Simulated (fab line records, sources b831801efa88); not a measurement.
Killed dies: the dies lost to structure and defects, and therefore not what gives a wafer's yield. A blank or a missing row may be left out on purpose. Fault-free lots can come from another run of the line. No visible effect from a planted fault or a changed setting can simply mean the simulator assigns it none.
Lot-split experiment ; flow sky130 ; 5 lots, 27 wafers read, on a route of 708 steps

## ON THE SPLIT
At SKY_CONTACT_DEVELOP_13 (develop time 60 s), the setting develop time s was moved away from the recipe's 60 s on 12 of the 27 wafers read, by -53.3% to +44.5%. This setting was run at the recipe's value on the other wafers.

Split to reading: the file shows no intervening step.

## THE READING
cd nm, in nm, at SKY_CONTACT_CD_MEAS_14 (target cd 170 nm). A value of 169.4 nm with a standard deviation of 1.7 nm is what fault-free wafers of this fab line usually give.

wafer;tool, chamber at the split;develop time s as run, s;against the recipe;cd nm, nm;against lot-mates on the recipe
L074.1;litho track-03, 0;60;recipe;169.3;-
L074.2;litho track-03, 0;70.54;+17.6%;172.9;+3.6
L074.3;litho track-03, 0;60;recipe;167.4;-
L074.4;litho track-03, 0;70.54;+17.6%;172.4;+3.1
L074.5;litho track-03, 0;60;recipe;171.2;-
L074.6;litho track-03, 0;70.54;+17.6%;173.5;+4.2
L076.1;litho track-01, 0;86.72;+44.5%;174.9;+5.7
L076.2;litho track-01, 0;60;recipe;169.8;-
L076.3;litho track-01, 0;86.72;+44.5%;175.2;+6.0
L076.4;litho track-01, 0;86.72;+44.5%;175.9;+6.7
L076.5;litho track-01, 0;60;recipe;168.7;-
L076.6;litho track-01, 0;60;recipe;169.2;-
L079.1;litho track-03, 0;60;recipe;167.4;-
L079.2;litho track-03, 0;60;recipe;167.2;-
L079.3;litho track-03, 0;60;recipe;169.6;-
L083.1;litho track-04, 0;60;recipe;168.4;-
L083.2;litho track-04, 0;82.32;+37.2%;174.8;+6.6
L083.3;litho track-04, 0;82.32;+37.2%;173.0;+4.8
L083.4;litho track-04, 0;82.32;+37.2%;173.7;+5.5
L083.5;litho track-04, 0;60;recipe;168.7;-
L083.6;litho track-04, 0;60;recipe;167.6;-
L085.1;litho track-01, 0;60;recipe;169.8;-
L085.2;litho track-01, 0;28.02;-53.3%;156.7;-13.1
L085.3;litho track-01, 0;60;recipe;169.8;-
L085.4;litho track-01, 0;60;recipe;169.9;-
L085.5;litho track-01, 0;28.02;-53.3%;155.2;-14.6
L085.6;litho track-01, 0;28.02;-53.3%;154.5;-15.3

FIT RESULTS
A straight line over all 27 wafers: cd nm changes by +0.198 nm for each +1% of develop time s; r = +0.96; the points scatter about the line by 1.7 nm.
The same after taking each lot's own level away (the mean of its wafers on the recipe; 27 wafers): +0.208 nm for each +1%; r = +0.96; scatter 1.7 nm.
Per that fit: largest develop time s move, reading shift of 11 nm.
Measured against the standard deviation above, the lots' own levels, which go from 168.07 to 169.83 nm, span 1.0 times it.
The two slopes are in agreement: the lot-to-lot level therefore moves the slope only a little.
Check: -11.7 nm against its lot-mates is what the line predicts for one of the wafers moved furthest among these (-53.3%) when that wafer is left out of the fit. It came out at -13.1 nm against them.

## THE WHOLE CHAIN: every reading that the file lists as answering this split, in the file's order
step;what it does;reading;change (the file's fit);r (the file's)
SKY_CONTACT_CD_MEAS_14;target cd 170 nm;cd nm;+0.201 nm for each +1% of the setting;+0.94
SKY_CONTACT_ETCH_16;etches BARC in N2/H2, stops on SiO2, time 45.9 s, target depth 60 nm;CONTACT.cd nm (the simulator's own value, which no gauge read);+0.197 nm for each +1% of the setting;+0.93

## FILE'S OWN FIT
cd nm changes by +0.201 nm for each +1% of develop time s, r = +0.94.
